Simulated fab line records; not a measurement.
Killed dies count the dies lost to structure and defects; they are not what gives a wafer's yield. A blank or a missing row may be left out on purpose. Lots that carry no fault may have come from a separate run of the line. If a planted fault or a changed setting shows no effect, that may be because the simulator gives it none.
A single fault, viewed from 2 desks -- flow gf180mcu -- each desk has only its own numbers; what lay behind them comes last

## FROM THE METROLOGY DESK
What the gauges read for every lot (on any tool): the sampled wafers with a number, averaged. The brackets show how far a lot's mean lies from the usual mean; more than 4 standard deviations puts the lot out of limits, marked OUT.
Columns: A = HV_LDD_2_TW at GF_HV_LDD_TW_MEAS_23, usual 1057; B = cd_nm at GF_M4_CD_MEAS_14, usual 279.9 nm
lot,first seen here,A,B
L584,day 11 10:29,1051,280.0
L585,day 11 20:52,1059,277.0
L587,day 12 04:34,1060,280.2
L588,day 12 11:10,1054,280.8
L593,day 14 03:51,977 (-15) OUT,279.6
L594,day 14 13:25,987 (-13) OUT,280.0
L595,day 14 19:39,1058,280.0
L597,day 15 08:09,1052,279.7
L601,day 16 18:46,1051,280.4
L602,day 17 00:29,1063,279.8
L603,day 17 06:58,1053,277.9
L604,day 17 17:31,1063,281.2
L605,day 18 08:13,1059,280.9
Per this desk, out of limits: L593, L594; the first was L593, day 14 03:51 (HV_LDD_2_TW at GF_HV_LDD_TW_MEAS_23). In limits: L584, L585, L587, L588, L595, L597, L601, L602, L603, L604, L605.

## TOOL OWNER'S DESK, implanter-01
GF_HV_LDD_IMPLANT_21, tool's own readings: per-lot mean of the sampled wafers with a number, covering each lot this tool ran. The brackets show how far a lot's mean lies from the usual mean; more than 4 standard deviations puts the lot out of limits, marked OUT.
Columns: A = beam_energy_keV at GF_HV_LDD_IMPLANT_21, usual 24.998
lot,first seen here,A
L584,day 11 10:14,25.001
L585,day 11 20:37,25.002
L588,day 12 10:56,25.010
L593,day 14 03:37,19.141 (-99 or more) OUT
L594,day 14 13:13,19.153 (-99 or more) OUT
L601,day 16 18:34,25.004
Finding of this desk: L593, L594 out of limits; the first was L593 at day 14 03:37, on beam_energy_keV at GF_HV_LDD_IMPLANT_21. In limits: L584, L585, L588, L601.

## PUT TOGETHER
On L593, L594, at day 14 03:37, an alarm was possible from the tool owner's desk.
The metrology desk could have raised an alarm at day 14 03:51, on L593, L594.
Of the lots named, all ran GF_HV_LDD_IMPLANT_21 on implanter-01.

## WHAT HAD BEEN PUT IN BY THE SIMULATOR
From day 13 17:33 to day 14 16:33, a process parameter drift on implanter-01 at GF_HV_LDD_IMPLANT_21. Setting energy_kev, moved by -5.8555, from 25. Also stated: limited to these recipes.
Struck lots among those shown: L593, L594.
Fault start to first reading out of limits, in hours, per desk: tool owner, 10; metrology, 10.
